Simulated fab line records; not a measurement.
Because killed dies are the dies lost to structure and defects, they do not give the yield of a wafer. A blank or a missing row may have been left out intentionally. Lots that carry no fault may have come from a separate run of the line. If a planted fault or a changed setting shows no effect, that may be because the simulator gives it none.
The tool behind it: which one? || flow sky130 || Sampling: 14 lots, 42 wafers, 4 of 708 route steps

== WHAT EACH GAUGE READ, for each wafer ==
SKY_VT_ADJUST_HVTR_OVL_MEAS_08.
{"lot": "L924", "measured": "day 9 08:24", "on": "overlay-01", "VT_ADJUST_HVTR_OVL (nm)": "1.1 1.9 0.8"}
{"lot": "L925", "measured": "day 9 19:16", "on": "overlay-02", "VT_ADJUST_HVTR_OVL (nm)": "-0.8 -1.8 -1.4"}
{"lot": "L928", "measured": "day 10 16:21", "on": "overlay-02", "VT_ADJUST_HVTR_OVL (nm)": "0.2 2.0 -0.6"}
{"lot": "L929", "measured": "day 10 21:36", "on": "overlay-02", "VT_ADJUST_HVTR_OVL (nm)": "1.5 -0.4 -0.9"}
{"lot": "L930", "measured": "day 11 08:33", "on": "overlay-01", "VT_ADJUST_HVTR_OVL (nm)": "3.1 2.0 1.7"}
{"lot": "L932", "measured": "day 11 21:36", "on": "overlay-01", "VT_ADJUST_HVTR_OVL (nm)": "0.7 0.7 0.7"}
{"lot": "L933", "measured": "day 12 07:16", "on": "overlay-02", "VT_ADJUST_HVTR_OVL (nm)": "-0.9 1.3 0.0"}
{"lot": "L934", "measured": "day 12 12:54", "on": "overlay-02", "VT_ADJUST_HVTR_OVL (nm)": "-0.2 1.4 0.5"}
{"lot": "L937", "measured": "day 13 16:46", "on": "overlay-02", "VT_ADJUST_HVTR_OVL (nm)": "-3.0 -2.0 -2.2"}
{"lot": "L938", "measured": "day 13 21:31", "on": "overlay-02", "VT_ADJUST_HVTR_OVL (nm)": "0.9 1.0 0.9"}
{"lot": "L939", "measured": "day 14 08:21", "on": "overlay-02", "VT_ADJUST_HVTR_OVL (nm)": "1.1 2.0 -0.7"}
{"lot": "L940", "measured": "day 14 13:51", "on": "overlay-01", "VT_ADJUST_HVTR_OVL (nm)": "-0.5 1.7 1.6"}
{"lot": "L941", "measured": "day 14 18:55", "on": "overlay-02", "VT_ADJUST_HVTR_OVL (nm)": "-1.5 -1.1 -0.1"}
{"lot": "L942", "measured": "day 15 02:55", "on": "overlay-02", "VT_ADJUST_HVTR_OVL (nm)": "-2.8 -1.6 -1.9"}

SKY_LDD_P_OVL_MEAS_08.
{"lot": "L924", "measured": "day 18 19:37", "on": "overlay-02", "LDD_P_OVL (nm)": "-0.6 1.2 2.0"}
{"lot": "L925", "measured": "day 19 05:10", "on": "overlay-01", "LDD_P_OVL (nm)": "0.6 1.4 0.2"}
{"lot": "L928", "measured": "day 20 15:11", "on": "overlay-02", "LDD_P_OVL (nm)": "0.8 -1.8 -0.4"}
{"lot": "L929", "measured": "day 20 21:15", "on": "overlay-02", "LDD_P_OVL (nm)": "1.5 -1.4 -0.5"}
{"lot": "L930", "measured": "day 21 09:40", "on": "overlay-01", "LDD_P_OVL (nm)": "3.1 1.9 0.5"}
{"lot": "L932", "measured": "day 21 21:24", "on": "overlay-01", "LDD_P_OVL (nm)": "2.4 1.9 1.3"}
{"lot": "L933", "measured": "day 22 19:36", "on": "overlay-02", "LDD_P_OVL (nm)": "0.4 -0.9 -1.7"}
{"lot": "L934", "measured": "day 22 21:06", "on": "overlay-01", "LDD_P_OVL (nm)": "1.9 0.3 4.0"}
{"lot": "L937", "measured": "day 24 03:34", "on": "overlay-02", "LDD_P_OVL (nm)": "-0.4 -0.8 -1.4"}
{"lot": "L938", "measured": "day 24 11:34", "on": "overlay-02", "LDD_P_OVL (nm)": "-1.0 -2.0 -2.7"}
{"lot": "L939", "measured": "day 24 21:45", "on": "overlay-02", "LDD_P_OVL (nm)": "1.6 2.1 -0.8"}
{"lot": "L940", "measured": "day 25 01:24", "on": "overlay-01", "LDD_P_OVL (nm)": "0.6 1.5 0.2"}
{"lot": "L941", "measured": "day 25 12:12", "on": "overlay-02", "LDD_P_OVL (nm)": "0.8 0.4 -0.7"}
{"lot": "L942", "measured": "day 25 19:01", "on": "overlay-02", "LDD_P_OVL (nm)": "-2.4 -1.8 -1.9"}

SKY_RES_XHIGH_TW_MEAS_09.
{"lot": "L924", "measured": "day 26 11:59", "on": "film metro-01", "RES_XHIGH_TW": "1666 1664 1656"}
{"lot": "L925", "measured": "day 26 22:29", "on": "film metro-03", "RES_XHIGH_TW": "1625 1631 1644"}
{"lot": "L928", "measured": "day 28 07:32", "on": "film metro-03", "RES_XHIGH_TW": "1627 1642 1623"}
{"lot": "L929", "measured": "day 28 11:11", "on": "film metro-03", "RES_XHIGH_TW": "1636 1642 1635"}
{"lot": "L930", "measured": "day 28 22:54", "on": "film metro-02", "RES_XHIGH_TW": "1655 1663 1663"}
{"lot": "L932", "measured": "day 29 08:13", "on": "film metro-01", "RES_XHIGH_TW": "1676 1676 1674"}
{"lot": "L933", "measured": "day 30 10:20", "on": "film metro-02", "RES_XHIGH_TW": "1665 1667 1670"}
{"lot": "L934", "measured": "day 30 10:26", "on": "film metro-01", "RES_XHIGH_TW": "1674 1667 1668"}
{"lot": "L937", "measured": "day 31 11:16", "on": "film metro-01", "RES_XHIGH_TW": "1664 1657 1665"}
{"lot": "L938", "measured": "day 31 19:40", "on": "film metro-01", "RES_XHIGH_TW": "1666 1666 1661"}
{"lot": "L939", "measured": "day 32 04:44", "on": "film metro-02", "RES_XHIGH_TW": "1670 1673 1674"}
{"lot": "L940", "measured": "day 32 06:23", "on": "film metro-03", "RES_XHIGH_TW": "1631 1645 1640"}
{"lot": "L941", "measured": "day 32 18:00", "on": "film metro-02", "RES_XHIGH_TW": "1664 1665 1674"}
{"lot": "L942", "measured": "day 33 01:52", "on": "film metro-03", "RES_XHIGH_TW": "1643 1647 1645"}

== WHAT TOOL EACH LOT RAN ON (gives the tool, then ch and the chambers of the sampled wafers, and finally the start) ==
{"lot": "L924", "SKY_LDD_HVP_IMPLANT_08": "implanter-01 ch 0, day 21 09:38"}
{"lot": "L925", "SKY_LDD_HVP_IMPLANT_08": "implanter-01 ch 0, day 21 18:53"}
{"lot": "L928", "SKY_LDD_HVP_IMPLANT_08": "implanter-03 ch 0, day 23 04:13"}
{"lot": "L929", "SKY_LDD_HVP_IMPLANT_08": "implanter-01 ch 0, day 23 10:08"}
{"lot": "L930", "SKY_LDD_HVP_IMPLANT_08": "implanter-04 ch 0, day 23 22:38"}
{"lot": "L932", "SKY_LDD_HVP_IMPLANT_08": "implanter-04 ch 0, day 24 10:01"}
{"lot": "L933", "SKY_LDD_HVP_IMPLANT_08": "implanter-03 ch 0, day 25 08:18"}
{"lot": "L934", "SKY_LDD_HVP_IMPLANT_08": "implanter-03 ch 0, day 25 09:46"}
{"lot": "L937", "SKY_LDD_HVP_IMPLANT_08": "implanter-04 ch 0, day 26 15:20"}
{"lot": "L938", "SKY_LDD_HVP_IMPLANT_08": "implanter-03 ch 0, day 26 23:44"}
{"lot": "L939", "SKY_LDD_HVP_IMPLANT_08": "implanter-04 ch 0, day 27 08:32"}
{"lot": "L940", "SKY_LDD_HVP_IMPLANT_08": "implanter-04 ch 0, day 27 11:17"}
{"lot": "L941", "SKY_LDD_HVP_IMPLANT_08": "implanter-03 ch 0, day 27 22:44"}
{"lot": "L942", "SKY_LDD_HVP_IMPLANT_08": "implanter-03 ch 0, day 28 05:44"}
- SKY_LDD_HVP_IMPLANT_08

== WHAT THE TOOLS THEMSELVES READ (means of the sampled wafers that have a number; where no wafer has one, the mark that the record gives instead) ==
SKY_LDD_HVP_IMPLANT_08.
{"lot": "L924", "tool": "implanter-01", "beam energy keV": 19.999}
{"lot": "L925", "tool": "implanter-01", "beam energy keV": 19.996}
{"lot": "L928", "tool": "implanter-03", "beam energy keV": 19.998}
{"lot": "L929", "tool": "implanter-01", "beam energy keV": 19.999}
{"lot": "L930", "tool": "implanter-04", "beam energy keV": 19.997}
{"lot": "L932", "tool": "implanter-04", "beam energy keV": 20.001}
{"lot": "L933", "tool": "implanter-03", "beam energy keV": 19.996}
{"lot": "L934", "tool": "implanter-03", "beam energy keV": 20.008}
{"lot": "L937", "tool": "implanter-04", "beam energy keV": 20.001}
{"lot": "L938", "tool": "implanter-03", "beam energy keV": 20.004}
{"lot": "L939", "tool": "implanter-04", "beam energy keV": 20.003}
{"lot": "L940", "tool": "implanter-04", "beam energy keV": 20.000}
{"lot": "L941", "tool": "implanter-03", "beam energy keV": 21.119}
{"lot": "L942", "tool": "implanter-03", "beam energy keV": 21.118}

== THE ANSWER, worked out from the rows above alone ==
Rule: usual is defined by the lots themselves. The widest of any qualifying gaps counts: lots, ordered by their means at a reading, are off when they make up no more than a third of the lots, leave a main group of 4 or more, and stand apart from it by 3 or more times the standard deviation of that group's means. If all means in a main group match to the digits the tables above print for the reading, that group is not used. A lot without any number at a reading at which 4 lots or more have one is off too. Any other lot the step has rows for is counted as sound. The gauges are gone through in route order, then the tools' own readings, and for those a lot's mean is taken as printed above. The first step at which some lot is off is used, and at that step the reading that is off furthest; a lot without a number counts as furthest.
Off: L941, L942, at SKY_LDD_HVP_IMPLANT_08 (beam energy keV). Main group: mean 20.000, sd 0.0034.
If a tool, at that step or one of the process steps before it, ran each lot that is off and ran no sound lot following the first of them, it fits. One fits: SKY_LDD_HVP_IMPLANT_08 on implanter-03. Its last sound lot is L938 (day 26 23:44), its first lot that is off L941 (day 27 22:44): a fault that began between those two fits.
The tool's own readings at SKY_LDD_HVP_IMPLANT_08 bear it out: on the lots that are off they differ by more than 5 times the standard deviation of the sound lots' means. beam energy keV reads 21.118 there against 20.000 on the sound lots.

== WHAT WAS PUT IN BY THE SIMULATOR ==
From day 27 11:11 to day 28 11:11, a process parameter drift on implanter-03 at SKY_LDD_HVP_IMPLANT_08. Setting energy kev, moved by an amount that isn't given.
Shown lots that were struck: L941, L942. The same result came from the rule above.
